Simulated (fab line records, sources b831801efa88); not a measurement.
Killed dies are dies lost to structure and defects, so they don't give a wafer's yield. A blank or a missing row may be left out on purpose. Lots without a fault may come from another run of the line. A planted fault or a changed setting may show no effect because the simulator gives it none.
A struck lot beside a sound one | flow gf180mcu | 30 steps out of a route of 602
Sound: wafers L466.1, L466.3, L466.6. Struck: wafers L471.1, L471.3. (L471.4 of the same lot was not struck and is left out.) The cause comes at the end.
At each step with rows: each side's tool, then ch and its chambers, then its first start. Under that, the readings that differ: sound wafers | struck wafers | difference of the means | sigmas: that difference in standard deviations of wafers without a fault.
alike: readings whose means differ by less than 2 such deviations, and words and numbers that are the same on both sides. not compared: withheld readings, readings that some wafer has no value for, bounds like >300 that may hide the same value, and numbers for which the record gives no deviation and whose values overlap.
The two part at a step that has a row with sigmas, a row that says differs or no value, or rows on one side only. Numbers that don't overlap but have no deviation are shown without sigmas and don't part them. A reading that every wafer of one side lacks parts them only if that side has two wafers or more.

first, 3 steps without rows for these wafers: GF_PSD_EXPOSE_04 (exposes mask Pplus, target cd 400 nm); GF_PSD_PEB_05; GF_PSD_DEVELOP_06 (develop time 60 s).
GF_PSD_CD_MEAS_07: target cd 400 nm.
  sound on cd_sem-01, day 15 05:52; struck on cd_sem-02, day 17 02:14
  alike: cd_nm
GF_PSD_OVL_MEAS_08:
  sound on overlay-01, day 15 05:59; struck on overlay-01, day 17 02:22
  reading      | sound       | struck    | difference | sigmas
  PSD_OVL (nm) | 1.7 0.1 2.6 | -1.3 -1.5 | -2.9       | -2
then, 1 step without rows for these wafers: GF_PSD_IMPLANT_09.
GF_PSD_STRIP_10: strips in O2/N2.
  sound on plasma_asher-03 ch 0,1, day 15 06:10; struck on plasma_asher-01 ch 0,1, day 17 02:33
  alike: drypump_motor_current_A, heater_power_w, oes_product_au, platen_temp_c, strip_time_to_endpoint_s
  not compared: rf_hours_counter_h
GF_PSD_TW_MEAS_11:
  sound on film_metro-01, day 15 06:16; struck on film_metro-02, day 17 02:39
  reading | sound          | struck    | difference | sigmas
  PSD_TW  | 3226 3237 3235 | 3153 3158 | -77        | -4
then, 1 step without rows for these wafers: GF_PSD_CLEAN_12 (cleans in SC1/SC2, time 150 s).
GF_PSD_RTA_13: time 20 s.
  sound on rtp_anneal-02 ch 0, day 15 06:28; struck on rtp_anneal-01 ch 0, day 17 02:46
  reading            | sound                | struck        | difference | sigmas
  lamp_power_pct (%) | 30.35 30.38 30.38    | 30.07 30.03   | -0.32      | -2
  wafer_temp_C_max   | 1032.4 1034.3 1033.1 | 1027.4 1027.6 | -5.8       | -2
GF_PSD_RS_MEAS_14: measures by four-point-probe.
  sound on film_metro-01, day 15 06:33; struck on film_metro-02, day 17 02:50
  alike: NSD_RS
GF_PSD_RS_MEAS_15: measures by four-point-probe.
  sound on film_metro-01, day 15 06:40; struck on film_metro-02, day 17 02:58
  alike: PSD_RS
GF_SAB_CVD_00: deposits SiO2 from TEOS, target thk 50 nm, time 4.9302 s.
  sound on pecvd-01 ch 0,1,2, day 15 06:47; struck on pecvd-04 ch 0,1, day 17 03:05
  reading                              | sound           | struck     | difference | sigmas
  model.SiO2_of_SAB_CVD_00.thk_nm (nm) | 49.53 50.5 50.5 | 62.81 62.8 | +12.63     |
  alike: heater_power_w
GF_SAB_THK_MEAS_01:
  sound on film_metro-03, day 15 06:49; struck on film_metro-03, day 17 03:06
  reading             | sound          | struck    | difference | sigmas
  SAB_CVD_00_THK (nm) | 49.6 50.4 50.5 | 62.8 62.8 | +12.6      | +20
then, 7 steps without rows for these wafers: GF_SAB_DEHYDRATE_02 (time 60 s); GF_SAB_HMDS_03 (prime time 60 s); GF_SAB_COAT_04 (resist thk 1000 nm); GF_SAB_SOFTBAKE_05 (time 60 s); GF_SAB_EXPOSE_06 (exposes mask SAB, target cd 420 nm); GF_SAB_PEB_07; GF_SAB_DEVELOP_08 (develop time 60 s).
GF_SAB_CD_MEAS_09: target cd 420 nm.
  sound on cd_sem-02, day 16 04:49; struck on cd_sem-02, day 18 01:43
  reading    | sound             | struck      | difference | sigmas
  cd_nm (nm) | 421.7 424.6 421.6 | 417.1 418.7 | -4.7       | -2
GF_SAB_OVL_MEAS_10:
  sound on overlay-02, day 16 04:56; struck on overlay-01, day 18 01:50
  alike: SAB_OVL
GF_SAB_ETCH_11: etches SiO2 in C4F8/O2/Ar, target depth 55 nm, time 8.5 s.
  sound on rie_diel-02 ch 0,1, day 16 04:58; struck on rie_diel-03 ch 0,3, day 18 01:52
  alike: oes_product_au
  not compared: rf_hours_counter_h
then, 1 step without rows for these wafers: GF_SAB_WET_ETCH_12 (etches SiO2 in dHF, target depth 22 nm, time 440 s).
GF_SAB_STRIP_13: strips in O2/N2.
  sound on plasma_asher-02 ch 0,1, day 16 05:08; struck on plasma_asher-04 ch 0, day 18 02:01
  reading                      | sound             | struck      | difference | sigmas
  strip_time_to_endpoint_s (s) | 12.66 12.66 12.66 | 12.57 12.57 | -0.09      | -2
  alike: drypump_motor_current_A, heater_power_w, oes_product_au, platen_temp_c
  not compared: rf_hours_counter_h
then, 1 step without rows for these wafers: GF_SALICIDE_CLEAN_00 (cleans in SC1/SC2, time 150 s).
GF_SALICIDE_WET_ETCH_01: etches SiO2 in dHF, target depth 5 nm, time 100 s.
  sound on wet_bench-04 ch 0, day 16 05:17; struck on wet_bench-01 ch 0, day 18 02:10
  reading                              | sound             | struck      | difference | sigmas
  model.SiO2_of_SAB_CVD_00.thk_nm (nm) | 38.93 39.87 39.89 | 52.17 52.21 | +12.63     |
GF_SALICIDE_SPUTTER_02: material Co, target thk 10 nm, time 20 s.
  sound on pvd_sputter-02, day 16 05:19; struck on pvd_sputter-01, day 18 02:13
  alike: throttle_valve_pct
-- the record jumps here: 13 days lie between the struck wafers' starts before and after (it left off in module SALICIDE and takes up again in module PASSIVATION, whose first step shown is number 602 of the route) --
GF_PASSIVATION_PROBE_99:
  the record has rows for the struck wafers here (prober-02, day 31 12:06) and none for the sound ones

WHERE THEY PART
First at GF_PSD_OVL_MEAS_08; last, within this record, at GF_PASSIVATION_PROBE_99.

WHY: what the simulator had put in
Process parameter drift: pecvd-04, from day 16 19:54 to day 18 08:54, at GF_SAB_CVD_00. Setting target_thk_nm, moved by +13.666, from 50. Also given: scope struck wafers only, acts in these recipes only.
